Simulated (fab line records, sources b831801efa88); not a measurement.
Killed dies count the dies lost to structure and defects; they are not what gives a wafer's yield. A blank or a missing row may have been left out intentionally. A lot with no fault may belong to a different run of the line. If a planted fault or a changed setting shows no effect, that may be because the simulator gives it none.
A struck lot beside a sound one || flow gf180mcu || 14 steps out of a route of 602
Sound: these wafers, L755.1, L755.3, L755.4. Struck: wafers L759.1, L759.4, L759.6. At the end, the cause is stated.
At each step with rows: each side's tool, then ch and its chambers, then its first start. Under that, the readings that differ: sound wafers || struck wafers || difference of the means || sigmas: that difference in standard deviations of wafers without a fault.
alike: words and numbers the same on both sides, and readings whose means are apart by under 2 such deviations; not compared: readings that were withheld, readings missing a value for some wafer, numbers with overlapping values and no deviation given by the record, and bounds like >300 which may hide the same value.
The two part at a step that has a row with sigmas, a row that says differs or no value, or rows on one side only. Numbers that have no deviation but don't overlap get no sigmas and don't part them. Lack of a reading on every wafer of one side parts them only where that side has two or more wafers.

GF_HV_LDD_RTA_52: time 10 s.
  sound on rtp-anneal-01 ch 0, day 12 08:38; struck on rtp-anneal-02 ch 0, day 13 15:08
{"reading": "lamp-power-pct (%)", "sound": "40 40 40", "struck": "33 33 33", "difference": -7, "sigmas": -2}
  alike: wafer_temp_C_max
GF_HV_LDD_RS_MEAS_53: measures by four-point-probe.
  struck on film-metro-04, day 13 15:12; sound on film-metro-03, day 12 08:43
  alike: HV_LDD_RS
then, 1 step without rows for these wafers: GF_HV_LDD_CVD_54 (deposits SiO2 from TEOS, target thk 10 nm, time 75 s).
GF_HV_LDD_THK_MEAS_55:
  struck on film-metro-04, day 13 16:20; sound on film-metro-02, day 12 09:51
  alike: HV_LDD_CVD_54_THK
then, 1 step without rows for these wafers: GF_HV_LDD_CVD_56 (deposits Si3N4 from DCS/NH3, target thk 90 nm, time 1543 s).
GF_HV_LDD_THK_MEAS_57:
  struck on film-metro-02, day 13 17:50; sound on film-metro-03, day 12 11:20
{"reading": "HV_LDD_CVD_56_THK (nm)", "sound": "91.8 91.2 91.3", "struck": "89.7 90.0 89.8", "difference": -1.6, "sigmas": -2}
GF_HV_LDD_ETCHBACK_58: etches Si3N4 in CH3F/O2, stops on SiO2, time 100 s, target depth 90 nm.
  sound on rie-diel-02 ch 1,2,3, day 12 11:24; struck on rie-diel-03 ch 1,2,3, day 13 17:53
  alike: drypump-motor-current-A, oes-product-au, throttle-valve-pct
  not compared: rf-hours-counter-h
then, 5 steps without rows for these wafers: GF_NSD_DEHYDRATE_00 (time 60 s); GF_NSD_HMDS_01 (prime time 60 s); GF_NSD_COAT_02 (resist thk 1000 nm); GF_NSD_SOFTBAKE_03 (time 60 s); GF_NSD_EXPOSE_04 (exposes mask Nplus, target cd 400 nm).
GF_NSD_PEB_05:
  struck on litho-track-04, day 14 14:46; sound on litho-track-02 ch 0, day 13 06:34
{"reading": "exhaust-pa (Pa)", "sound": "44.7 42.8 44.5", "struck": "- - -", "difference": "no value on the struck wafers", "sigmas": ""}
  not compared: chill-plate-temp-C, resist-line-temp-C
then, 1 step without rows for these wafers: GF_NSD_DEVELOP_06 (develop time 60 s).

## WHERE THEY PART
First at GF_HV_LDD_RTA_52; last, within this record, at GF_NSD_PEB_05.

WHY: what had been put in by the simulator
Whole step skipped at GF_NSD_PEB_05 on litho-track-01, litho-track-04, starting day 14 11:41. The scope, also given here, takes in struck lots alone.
